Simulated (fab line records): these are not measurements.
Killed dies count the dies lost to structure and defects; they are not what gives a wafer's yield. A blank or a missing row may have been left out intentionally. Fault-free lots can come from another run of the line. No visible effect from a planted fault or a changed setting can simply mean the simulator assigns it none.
The same fault as seen by 2 desks + flow gf180mcu + only its own numbers are on each desk; what lay behind them is given at the end

## THE METROLOGY DESK
Lot by lot, what the gauges showed, no matter which tool ran the lot: averages of those sampled wafers that carry a number. If a lot's mean is further than 4 standard deviations from the usual mean, the lot is out of limits and carries the mark OUT (the distance appears in the brackets).
Columns: A = cdNm at GF_V1_CD_MEAS_14, usual 259.8 nm
| lot  | first seen here | A     |
|------|-----------------|-------|
| L321 | day 18 03:47    | 259.5 |
| L322 | day 18 08:26    | 259.8 |
| L323 | day 19 02:55    | 259.0 |
| L325 | day 20 00:32    | 258.6 |
| L324 | day 20 01:53    | 260.2 |
| L327 | day 20 18:57    | 260.0 |
| L328 | day 21 18:48    | 259.8 |
| L329 | day 22 03:55    | 261.1 |
| L330 | day 22 14:19    | 260.0 |
| L331 | day 22 15:33    | 259.9 |
| L332 | day 23 03:11    | 258.1 |
| L337 | day 24 10:04    | 259.7 |
| L343 | day 25 21:27    | 259.4 |
This desk found nothing out of limits on any of the 13 lots.

## THE TOOL OWNER'S DESK: pvdSputter-04
The tool's own readings at GF_CONTACT_SPUTTER_22 (material Ti, target thk 15 nm, time 80.02 s): means of the sampled wafers that have a number, for each lot that ran on this tool. If a lot's mean is further than 4 standard deviations from the usual mean, the lot is out of limits and carries the mark OUT (the distance appears in the brackets).
Columns: A = chamberPressurePa at GF_CONTACT_SPUTTER_22, usual 4.999 Pa; B = throttleValvePct at GF_CONTACT_SPUTTER_22, usual 30.6 %
| lot  | first seen here | A               | B    |
|------|-----------------|-----------------|------|
| L321 | day 16 02:59    | 5.004           | 30.7 |
| L323 | day 17 00:52    | 5.009           | 30.5 |
| L325 | day 17 21:14    | 5.009           | 30.9 |
| L324 | day 17 22:23    | 5.011           | 30.8 |
| L327 | day 18 15:26    | 5.002           | 30.9 |
| L328 | day 19 15:02    | 5.009           | 30.8 |
| L331 | day 20 12:16    | 5.004           | 30.9 |
| L337 | day 22 11:31    | 5.324 (+30) OUT | 29.4 |
This desk finds L337 out of limits, L337 being first, at day 22 11:31 (chamberPressurePa at GF_CONTACT_SPUTTER_22). In limits: L321, L323, L325, L324, L327, L328, L331.

## ALL TOGETHER
At day 22 11:31, on L337, the tool owner's desk was in a position to raise an alarm.
Metrology desk: nothing out of limits seen.
The metrology desk has L337 on record, within its limits.
The lots listed all ran GF_CONTACT_SPUTTER_22 on pvdSputter-04.

## WHAT WAS PUT IN BY THE SIMULATOR
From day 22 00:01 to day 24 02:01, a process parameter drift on pvdSputter-04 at GF_CONTACT_SPUTTER_22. The setting chamberPressurePa was moved by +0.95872, starting from 5. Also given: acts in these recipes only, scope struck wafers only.
Shown lots that were struck: L337.
Each desk's first reading out of limits, in hours after the fault started: the tool owner's desk, 12.
